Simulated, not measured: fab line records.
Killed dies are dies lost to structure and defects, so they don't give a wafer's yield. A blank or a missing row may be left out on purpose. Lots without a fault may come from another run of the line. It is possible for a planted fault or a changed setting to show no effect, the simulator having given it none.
Comparing a struck lot with a sound one -- flow sky130 -- 15 out of 708 route steps
Sound: wafers L969.4, L969.5, L969.6. Wafers L979.3, L979.5, L979.6 were the ones struck. The cause is named last.
Each step with rows lists, per side, the tool, then ch with its chambers, then its first start. Under that, the readings that differ: sound wafers -- struck wafers -- difference of the means -- sigmas: that difference in standard deviations of wafers without a fault.
alike: readings with means less than 2 such deviations apart, plus words and numbers identical on both sides. not compared: withheld readings, readings lacking a value on some wafer, bounds such as >300 that could conceal the same value, and numbers that have no deviation in the record and whose values overlap.
Wherever a step has rows on one side only, a row that says differs or no value, or a row with sigmas, the two part there. Non-overlapping numbers with no deviation appear without sigmas and do not part them. A reading that every wafer of one side lacks parts them only if that side has two wafers or more.

first, 2 steps without rows for these wafers: SKY_GATE_OXIDE_IMPLANT_11; SKY_GATE_OXIDE_WET_ETCH_12 (etches SiO2 in dHF, target depth 16.8 nm, time 336 s).
SKY_GATE_OXIDE_STRIP_13: strips in O2/N2.
  sound on plasma-asher-01 ch 0,1, day 18 08:01; struck on plasma-asher-03 ch 0,1, day 21 09:53
reading,sound,struck,difference,sigmas
strip-time-to-endpoint-s (s),14.24 14.30 14.25,14.13 14.18 14.20,-0.09,-2
  alike: drypump-motor-current-A, oes-product-au
  not compared: rf-hours-counter-h
SKY_GATE_OXIDE_TW_MEAS_14:
  struck on film-metro-01, day 21 09:59; sound on film-metro-04, day 18 08:07
  alike: GATE_OXIDE_TW
then, 3 steps without rows for these wafers: SKY_GATE_OXIDE_CLEAN_15 (cleans in SC1/SC2, time 150 s); SKY_GATE_OXIDE_OXIDATION_16 (stabilise 600 s, purge 300 s, target thk 3.57 nm); SKY_POLY_GATE_CVD_00 (deposits poly-Si, target thk 180 nm, time 720 s).
SKY_POLY_GATE_THK_MEAS_01:
  struck on film-metro-02, day 21 12:50; sound on film-metro-01, day 18 11:23
  alike: POLY_GATE_CVD_00_THK
then, 4 steps without rows for these wafers: SKY_RES_PROTECT_DEHYDRATE_00 (time 60 s); SKY_RES_PROTECT_HMDS_01 (prime time 60 s); SKY_RES_PROTECT_COAT_02 (resist thk 1140 nm); SKY_RES_PROTECT_SOFTBAKE_03 (time 60 s).
SKY_RES_PROTECT_EXPOSE_04: exposes mask RPM, target cd 1270 nm.
  sound on iline-stepper-01 ch 0, day 19 03:20; struck on iline-stepper-01 ch 0, day 22 04:29
reading,sound,struck,difference,sigmas
model.RES_PROTECT.overlay-x-nm (nm),0.3202 0.3202 0.3202,120.6 120.6 120.6,+120.3,
  alike: mask
following that, these wafers have no rows for 1 step: SKY_RES_PROTECT_PEB_05.
-- the record jumps here: 29 days lie between the struck wafers' starts before and after (it left off in module RES_PROTECT and takes up again in module PAD_OPEN, whose first step shown is number 708 of the route) --
SKY_PAD_OPEN_PROBE_99:
  struck on prober-02, day 51 00:16; sound on prober-02, day 49 07:55
  alike: killed_at_M0_to_M3, killed_at_M4_up, killed-at-contacts, killed-at-front-end, killed-at-other, killed-dies, killed-open, killed-short

WHERE THEY PART
Only at SKY_GATE_OXIDE_STRIP_13, within this record. Later steps at which nothing parts them and some readings are alike: SKY_GATE_OXIDE_TW_MEAS_14, SKY_POLY_GATE_THK_MEAS_01, SKY_RES_PROTECT_EXPOSE_04, SKY_PAD_OPEN_PROBE_99.

WHY: the cause the simulator had injected
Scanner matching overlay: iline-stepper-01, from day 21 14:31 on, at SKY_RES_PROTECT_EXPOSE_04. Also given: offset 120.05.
